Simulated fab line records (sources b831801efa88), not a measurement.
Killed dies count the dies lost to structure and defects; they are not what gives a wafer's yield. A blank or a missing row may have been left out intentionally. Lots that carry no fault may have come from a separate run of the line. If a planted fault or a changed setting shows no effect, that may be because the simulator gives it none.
fab line records ; flow sky130
record lots=14; wafers=42; lastDay=50
route steps=708 shown VIA3@591 VIA4@640 PASSIVATION@684 PAD_OPEN@708
lots with no fault: from the same line, run without faults
startH: the number of hours between the record's first day and the start of the first shown wafer of the lot ; waitH: hours since the lot's step before ; " the same as in the row above ; L1.1+2: one row covering several wafers at once ; - no value present, or no start provided ; * or withheld: withheld ; < > ~ a bound
route shown NAME@n: a module of which the file shows steps, and the number in the route of the first ; usual: average and standard deviation across the fault-free wafers ; same: alike in all rows ; chamber/n: place in a boat ; sites: the reading at each site ; _std_site: their standard deviation ; _edge_site: outer sites' mean less inner sites' ; radiusMm: for every site, how far away it sits from the centre of the wafer ; mask NAME#n: copy n ; behind: the most recent tool/chamber to have shaped the wafer ; hold: why the lot went on hold/how many hours it stayed there/how the hold came to an end ; device: transistor that didn't switch, given as n, p or np ; end of line: the same wafers' tests at the end of the route ; a step without rows: its recipe alone ; killed: count of dies lost to structure and defects at first sort (not the wafer's yield) ; map: a wafer's dies, marking killed ones x, the rest . and places with no die _
set.NAME: setting as actually run; set.NAME@STEP: the setting as run at that earlier step ; model.NAME: the simulator's own value behind a step, which no gauge read
route steps across a sampled set of lots; one table per step, one row per wafer
services: from which hour (startH, from the record's first day; less than 0 if before it) a tool's chamber was out of use, for how many hours, and why
## steps
# step SKY_VIA3_CLEAN_18
# recipe chemistry=IPA; timeS=180; tempC=25
lot.wafer;tool;chamber;startH;waitH
L481.1+2+6;wetBench-03;2;928.10;0.0
L484.3+5+6;wetBench-02;3;954.78;0.0
L483.4+5+6;wetBench-03;2;961.03;0.0
L485.1+4+6;wetBench-03;3;966.19;0.0
L491.4+5+6;wetBench-03;2;1012.98;0.0
L492.2+4+6;wetBench-03;1;1022.85;0.0
L493.2+3+6;wetBench-03;2;1024.66;0.0
L494.1+4+6;wetBench-02;1;1029.39;0.0
L495.3+5+6;wetBench-02;2;1040.95;0.0
L496.3+4+6;wetBench-02;1;1046.00;0.0
L500.3+4+6;wetBench-02;1;1066.56;0.0
L501.1+3+6;wetBench-04;0;1069.36;0.0
L503.1+2+3;wetBench-02;0;1078.03;0.0
L504.3+4+5;wetBench-02;0;1093.70;0.0
# step SKY_VIA4_THK_MEAS_01
# recipe reads=SiO2_of_VIA4_HDPCVD_00
# usual VIA4_HDPCVD_THK=1755/20
lot.wafer;tool;chamber;startH;waitH;VIA4_HDPCVD_THK[nm]
L481.1;filmMetro-01;-;979.66;0.1;1768
L481.2;filmMetro-01;-;979.66;0.1;1767
L481.6;filmMetro-01;-;979.66;0.1;1749
L484.3;filmMetro-03;-;1004.88;0.1;1728
L484.5;filmMetro-03;-;1004.88;0.1;1741
L484.6;filmMetro-03;-;1004.88;0.1;1764
L483.4;filmMetro-03;-;1014.05;0.0;1767
L483.5;filmMetro-03;-;1014.05;0.0;1731
L483.6;filmMetro-03;-;1014.05;0.0;1767
L485.1;filmMetro-03;-;1016.07;0.1;1771
L485.4;filmMetro-03;-;1016.07;0.1;1761
L485.6;filmMetro-03;-;1016.07;0.1;1768
L491.4;filmMetro-02;-;1060.66;0.0;1784
L491.5;filmMetro-02;-;1060.66;0.0;1758
L491.6;filmMetro-02;-;1060.66;0.0;1735
L492.2;filmMetro-01;-;1069.96;0.1;1758
L492.4;filmMetro-01;-;1069.96;0.1;1755
L492.6;filmMetro-01;-;1069.96;0.1;1794
L493.2;filmMetro-02;-;1072.61;0.1;1754
L493.3;filmMetro-02;-;1072.61;0.1;1738
L493.6;filmMetro-02;-;1072.61;0.1;1793
L494.1;filmMetro-01;-;1076.30;0.1;1782
L494.4;filmMetro-01;-;1076.30;0.1;1779
L494.6;filmMetro-01;-;1076.30;0.1;1761
L495.3;filmMetro-01;-;1088.79;0.1;1756
L495.5;filmMetro-01;-;1088.79;0.1;1769
L495.6;filmMetro-01;-;1088.79;0.1;1736
L496.3;filmMetro-01;-;1093.49;0.1;1768
L496.4;filmMetro-01;-;1093.49;0.1;1739
L496.6;filmMetro-01;-;1093.49;0.1;1757
L500.3;filmMetro-01;-;1111.11;0.1;1750
L500.4;filmMetro-01;-;1111.11;0.1;1798
L500.6;filmMetro-01;-;1111.11;0.1;1768
L501.1;filmMetro-02;-;1114.39;0.1;1756
L501.3;filmMetro-02;-;1114.39;0.1;1754
L501.6;filmMetro-02;-;1114.39;0.1;1761
L503.1;filmMetro-02;-;1120.39;0.1;1784
L503.2;filmMetro-02;-;1120.39;0.1;1770
L503.3;filmMetro-02;-;1120.39;0.1;1770
L504.3;filmMetro-02;-;1136.62;0.1;1724
L504.4;filmMetro-02;-;1136.62;0.1;1792
L504.5;filmMetro-02;-;1136.62;0.1;1792
# step SKY_VIA4_RS_MEAS_19
# recipe thkMeasGauge=four-point-probe; reads=W_of_VIA4_CVD_18+TiN_of_VIA4_SPUTTER_17
# usual VIA4_W_RS=0.2275/0.0027
lot.wafer;tool;chamber;startH;waitH;VIA4_W_RS[ohm/sq]
L481.1;filmMetro-01;-;1004.95;0.1;0.2254
L481.2;filmMetro-01;-;1004.95;0.1;0.2303
L481.6;filmMetro-01;-;1004.95;0.1;0.2295
L484.3;filmMetro-02;-;1029.12;0.1;0.2269
L484.5;filmMetro-02;-;1029.12;0.1;0.2277
L484.6;filmMetro-02;-;1029.12;0.1;0.2243
L483.4;filmMetro-03;-;1037.21;0.1;0.2256
L483.5;filmMetro-03;-;1037.21;0.1;0.2235
L483.6;filmMetro-03;-;1037.21;0.1;0.2286
L485.1;filmMetro-01;-;1040.24;0.1;0.2251
L485.4;filmMetro-01;-;1040.24;0.1;0.2246
L485.6;filmMetro-01;-;1040.24;0.1;0.2263
L491.4;filmMetro-01;-;1084.62;0.1;0.2277
L491.5;filmMetro-01;-;1084.62;0.1;0.2236
L491.6;filmMetro-01;-;1084.62;0.1;0.2299
L492.2;filmMetro-03;-;1092.83;0.1;0.2236
L492.4;filmMetro-03;-;1092.83;0.1;0.2296
L492.6;filmMetro-03;-;1092.83;0.1;0.2212
L493.2;filmMetro-03;-;1094.72;0.1;0.2261
L493.3;filmMetro-03;-;1094.72;0.1;0.2313
L493.6;filmMetro-03;-;1094.72;0.1;0.2277
L494.1;filmMetro-02;-;1097.91;0.1;0.2301
L494.4;filmMetro-02;-;1097.91;0.1;0.2285
L494.6;filmMetro-02;-;1097.91;0.1;0.2324
L495.3;filmMetro-02;-;1109.74;0.1;0.2313
L495.5;filmMetro-02;-;1109.74;0.1;0.2285
L495.6;filmMetro-02;-;1109.74;0.1;0.2331
L496.3;filmMetro-03;-;1115.07;0.1;0.2254
L496.4;filmMetro-03;-;1115.07;0.1;0.2278
L496.6;filmMetro-03;-;1115.07;0.1;0.2224
L500.3;filmMetro-02;-;1131.39;0.1;0.2275
L500.4;filmMetro-02;-;1131.39;0.1;0.2243
L500.6;filmMetro-02;-;1131.39;0.1;0.2303
L501.1;filmMetro-03;-;1134.55;0.1;0.2310
L501.3;filmMetro-03;-;1134.55;0.1;0.2228
L501.6;filmMetro-03;-;1134.55;0.1;0.2316
L503.1;filmMetro-03;-;1140.27;0.1;0.2302
L503.2;filmMetro-03;-;1140.27;0.1;0.2252
L503.3;filmMetro-03;-;1140.27;0.1;0.2247
L504.3;filmMetro-02;-;1156.14;0.1;0.2255
L504.4;filmMetro-02;-;1156.14;0.1;0.2281
L504.5;filmMetro-02;-;1156.14;0.1;0.2313
# step SKY_PASSIVATION_THK_MEAS_03
# recipe reads=Si3N4_of_PASSIVATION_CVD_02
# usual PASSIVATION_CVD_02_THK=539/7.7
lot.wafer;tool;chamber;startH;waitH;PASSIVATION_CVD_02_THK[nm]
L481.1;filmMetro-02;-;1029.97;-;542
L481.2;filmMetro-02;-;1029.97;-;532
L481.6;filmMetro-02;-;1029.97;-;541
L484.3;filmMetro-01;-;1052.23;-;536
L484.5;filmMetro-01;-;1052.23;-;538
L484.6;filmMetro-01;-;1052.23;-;532
L483.4;filmMetro-01;-;1060.70;-;544
L483.5;filmMetro-01;-;1060.70;-;536
L483.6;filmMetro-01;-;1060.70;-;545
L485.1;filmMetro-04;-;1064.45;-;528
L485.4;filmMetro-04;-;1064.45;-;541
L485.6;filmMetro-04;-;1064.45;-;548
L491.4;filmMetro-02;-;1106.30;-;536
L491.5;filmMetro-02;-;1106.30;-;547
L491.6;filmMetro-02;-;1106.30;-;548
L492.2;filmMetro-01;-;1115.01;-;539
L492.4;filmMetro-01;-;1115.01;-;544
L492.6;filmMetro-01;-;1115.01;-;541
L493.2;filmMetro-04;-;1116.26;-;535
L493.3;filmMetro-04;-;1116.26;-;536
L493.6;filmMetro-04;-;1116.26;-;555
L494.1;filmMetro-01;-;1119.45;-;533
L494.4;filmMetro-01;-;1119.45;-;545
L494.6;filmMetro-01;-;1119.45;-;552
L495.3;filmMetro-02;-;1130.58;-;528
L495.5;filmMetro-02;-;1130.58;-;536
L495.6;filmMetro-02;-;1130.58;-;540
L496.3;filmMetro-01;-;1136.15;-;543
L496.4;filmMetro-01;-;1136.15;-;555
L496.6;filmMetro-01;-;1136.15;-;547
L500.3;filmMetro-02;-;1151.59;-;539
L500.4;filmMetro-02;-;1151.59;-;538
L500.6;filmMetro-02;-;1151.59;-;540
L501.1;filmMetro-02;-;1154.66;-;526
L501.3;filmMetro-02;-;1154.66;-;527
L501.6;filmMetro-02;-;1154.66;-;527
L503.1;filmMetro-01;-;1159.86;-;524
L503.2;filmMetro-01;-;1159.86;-;528
L503.3;filmMetro-01;-;1159.86;-;520
L504.3;filmMetro-04;-;1174.97;-;529
L504.4;filmMetro-04;-;1174.97;-;542
L504.5;filmMetro-04;-;1174.97;-;537
# step SKY_PAD_OPEN_PROBE_99
# usual defectLimitedYield=82.8/2; killed_at_M0_to_M3=43/7.8; killed_at_M4_up=3.2/1.9; killedAtContacts=24/5; killedAtFrontEnd=14/4.5; killedAtOther=0.2/0.41; killedDies=84/9.6; killedOpen=47/6.9; killedShort=38/6; sort_bin_3_pad_short=0.8/0.43; sort_bin_5_function=10.1/1.4; sort_bin_6_memory=6.3/1.1; sortNPass=408/9.6; sortYieldPct=82.8/2
# same grossDies=492; killedAtBackSide=0; sort_bin_4_leakage[%]=0; sort_bin_8_speed[%]=0
lot.wafer;tool;chamber;startH;waitH;defectLimitedYield[%];killed_at_M0_to_M3;killed_at_M4_up;killedAtContacts;killedAtFrontEnd;killedAtOther;killedDies;killedOpen;killedShort;sort_bin_3_pad_short[%];sort_bin_5_function[%];sort_bin_6_memory[%];sortNPass;sortYieldPct[%]
L484.3;prober-02;-;1097.05;0.2;82.3;50;3;26;8;0;87;48;39;0.8;9.6;7.3;405;82.3
L484.5;prober-02;-;1097.15;0.2;82.3;38;4;30;15;0;87;50;37;0.8;10.2;6.7;405;82.3
L484.6;prober-02;-;1097.20;0.2;82.5;39;3;29;14;1;86;38;48;1.4;10.0;6.1;406;82.5
L485.1;prober-02;-;1109.45;0.1;80.9;51;3;29;11;0;94;57;37;1.0;10.6;7.5;398;80.9
L485.4;prober-02;-;1109.60;0.2;84.6;26;4;26;20;0;76;44;32;0.6;10.0;4.9;416;84.6
L485.6;prober-02;-;1109.70;0.2;85.8;44;1;18;7;0;70;38;32;1.0;6.7;6.5;422;85.8
L491.4;prober-02;-;1146.85;0.2;86.0;35;2;27;5;0;69;44;25;0;8.9;5.1;423;86.0
L491.5;prober-02;-;1146.90;0.2;81.1;46;1;29;17;0;93;56;37;1.0;12.0;5.9;399;81.1
L491.6;prober-02;-;1146.95;0.2;81.5;35;4;26;26;0;91;44;47;0.4;9.3;8.7;401;81.5
L492.2;prober-01;-;1154.21;0.1;73.2;95;3;22;12;0;132;32;48;4.3;17.1;5.5;360;73.2
L492.4;prober-01;-;1154.31;0.2;72.6;90;5;22;18;0;135;46;31;2.6;17.1;7.7;357;72.6
L492.6;prober-01;-;1154.41;0.2;75.6;79;2;27;11;1;120;34;33;2.6;15.2;6.5;372;75.6
L493.2;prober-02;-;1155.75;0.1;75.2;86;3;18;15;0;122;40;31;3.7;15.4;5.7;370;75.2
L493.3;prober-02;-;1155.80;0.2;78.0;77;4;17;10;0;108;31;23;2.4;15.0;4.5;384;78.0
L493.6;prober-02;-;1155.95;0.2;72.2;103;3;20;11;0;137;52;31;2.8;17.7;7.3;355;72.2
L501.1;prober-02;-;1190.24;0.1;84.3;34;7;27;9;0;77;37;40;0.6;9.6;5.5;415;84.3
L501.3;prober-02;-;1190.34;0.2;84.1;32;5;25;16;0;78;47;31;1.2;10.6;4.1;414;84.1
L501.6;prober-02;-;1190.49;0.2;85.4;33;1;29;9;0;72;36;36;1.4;8.3;4.9;420;85.4
# killed by level:class
L484.3 VIA1:geometricParticle:open=11 CONTACT:geometricParticle:open=9 VIA3:geometricParticle:open=8 VIA2:geometricParticle:open=7 LOCAL_INTERCONNECT:geometricParticle:short=6 LI_CONTACT:geometricParticle:open=5 METAL1:geometricParticle:short=5 VIA3:geometricParticle:short=5
L484.5 VIA1:geometricParticle:open=10 LI_CONTACT:geometricParticle:open=8 CONTACT:geometricParticle:open=7 VIA3:geometricParticle:open=7 POLY_GATE:geometricParticle:open=6 POLY_GATE:geometricParticle:short=4 LI_CONTACT:geometricParticle:short=4 LOCAL_INTERCONNECT:geometricParticle:short=4
L484.6 LI_CONTACT:geometricParticle:short=7 CONTACT:geometricParticle:open=7 VIA3:geometricParticle:open=7 LOCAL_INTERCONNECT:geometricParticle:short=6 METAL1:geometricParticle:short=6 VIA1:geometricParticle:open=6 LI_CONTACT:geometricParticle:open=5 VIA3:geometricParticle:short=5
L485.1 VIA2:geometricParticle:open=13 CONTACT:geometricParticle:open=10 VIA3:geometricParticle:open=9 LI_CONTACT:geometricParticle:open=7 VIA1:geometricParticle:short=7 VIA1:geometricParticle:open=5 METAL2:geometricParticle:short=5 POLY_GATE:geometricParticle:open=4
L485.4 LI_CONTACT:geometricParticle:open=8 CONTACT:geometricParticle:open=8 FIELD_ISO:geometricParticle:short=7 METAL2:geometricParticle:short=6 VIA1:geometricParticle:open=6 POLY_GATE:geometricParticle:open=5 POLY_GATE:geometricParticle:short=5 VIA2:geometricParticle:open=4
L485.6 VIA1:geometricParticle:open=12 CONTACT:geometricParticle:open=9 METAL1:geometricParticle:short=6 METAL2:geometricParticle:short=5 METAL3:geometricParticle:short=5 LI_CONTACT:geometricParticle:open=4 VIA3:geometricParticle:open=3 POLY_GATE:geometricParticle:short=3
L491.4 CONTACT:geometricParticle:open=11 VIA1:geometricParticle:open=9 LI_CONTACT:geometricParticle:open=9 METAL2:geometricParticle:short=7 VIA2:geometricParticle:open=5 LOCAL_INTERCONNECT:geometricParticle:short=4 VIA3:geometricParticle:short=4 VIA3:geometricParticle:open=3
L491.5 VIA1:geometricParticle:open=16 VIA3:geometricParticle:open=9 LI_CONTACT:geometricParticle:open=8 FIELD_ISO:geometricParticle:open=7 LOCAL_INTERCONNECT:geometricParticle:short=6 CONTACT:geometricParticle:short=5 CONTACT:geometricParticle:open=5 VIA1:geometricParticle:short=5
L491.6 CONTACT:geometricParticle:open=12 VIA1:geometricParticle:open=10 METAL2:geometricParticle:short=8 FIELD_ISO:geometricParticle:short=7 POLY_GATE:geometricParticle:short=7 POLY_GATE:geometricParticle:open=6 LI_CONTACT:geometricParticle:open=6 VIA2:geometricParticle:open=5
L492.2 VIA3:unspecified=52 METAL2:geometricParticle:short=9 METAL1:geometricParticle:short=8 LI_CONTACT:geometricParticle:open=6 METAL3:geometricParticle:short=5 LOCAL_INTERCONNECT:geometricParticle:open=4 CONTACT:geometricParticle:open=4 VIA1:geometricParticle:open=4
L492.4 VIA3:unspecified=58 CONTACT:geometricParticle:open=12 VIA2:geometricParticle:open=8 VIA1:geometricParticle:open=8 FIELD_ISO:geometricParticle:short=7 METAL2:geometricParticle:short=5 FIELD_ISO:geometricParticle:open=4 POLY_GATE:geometricParticle:open=4
L492.6 VIA3:unspecified=53 CONTACT:geometricParticle:open=9 LI_CONTACT:geometricParticle:open=6 VIA1:geometricParticle:open=6 CONTACT:geometricParticle:short=5 LOCAL_INTERCONNECT:geometricParticle:short=4 VIA1:geometricParticle:short=4 METAL2:geometricParticle:short=4
L493.2 VIA3:unspecified=51 VIA1:geometricParticle:open=10 FIELD_ISO:geometricParticle:open=6 CONTACT:geometricParticle:open=6 VIA2:geometricParticle:open=5 VIA3:geometricParticle:open=5 POLY_GATE:geometricParticle:short=4 LI_CONTACT:geometricParticle:open=4
L493.3 VIA3:unspecified=54 VIA1:geometricParticle:open=10 CONTACT:geometricParticle:open=6 FIELD_ISO:geometricParticle:short=5 LI_CONTACT:geometricParticle:open=5 METAL4:geometricParticle:short=4 LI_CONTACT:geometricParticle:short=3 VIA3:geometricParticle:open=3
L493.6 VIA3:unspecified=54 VIA2:geometricParticle:open=12 METAL1:geometricParticle:short=10 VIA3:geometricParticle:open=9 VIA1:geometricParticle:open=9 CONTACT:geometricParticle:short=6 CONTACT:geometricParticle:open=6 FIELD_ISO:geometricParticle:open=4
L501.1 CONTACT:geometricParticle:open=8 VIA1:geometricParticle:open=6 CONTACT:geometricParticle:short=6 LI_CONTACT:geometricParticle:open=5 METAL4:geometricParticle:short=5 VIA1:geometricParticle:short=5 METAL2:geometricParticle:short=5 FIELD_ISO:geometricParticle:short=3
L501.3 CONTACT:geometricParticle:open=11 VIA2:geometricParticle:open=10 LI_CONTACT:geometricParticle:open=6 VIA1:geometricParticle:open=6 LOCAL_INTERCONNECT:geometricParticle:short=5 VIA3:geometricParticle:short=5 FIELD_ISO:geometricParticle:open=4 METAL2:geometricParticle:open=4
L501.6 CONTACT:geometricParticle:open=11 LOCAL_INTERCONNECT:geometricParticle:short=7 VIA1:geometricParticle:open=7 CONTACT:geometricParticle:short=5 VIA2:geometricParticle:open=5 VIA2:geometricParticle:short=3 POLY_GATE:geometricParticle:open=3 LI_CONTACT:geometricParticle:short=3
## services
tool;chamber;startH;hours;kind
wetBench-04;-;944.78;1.9;repair
## key
firstSign step=SKY_PAD_OPEN_PROBE_99; reading=killed_at_M0_to_M3; direction=up; sigmas=5.8; usual=43; struck=88
effect step=SKY_PAD_OPEN_PROBE_99; reading=sort_bin_3_pad_short; direction=up; sigmas=5.3; usual=0.8; struck=3.1
metAt SKY_VIA3_CLEAN_18
struckLots L492,L493
notActingAt SKY_VIA4_THK_MEAS_01,SKY_VIA4_RS_MEAS_19,SKY_PASSIVATION_THK_MEAS_03
onsetBetween 1012.98 1022.85
fault kind=chamberParticleSource; tool=wetBench-03; chamber=-; onsetH=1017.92; steps=SKY_VIA3_CLEAN_18; ratePerVisitCm2=1.1642; endH=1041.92
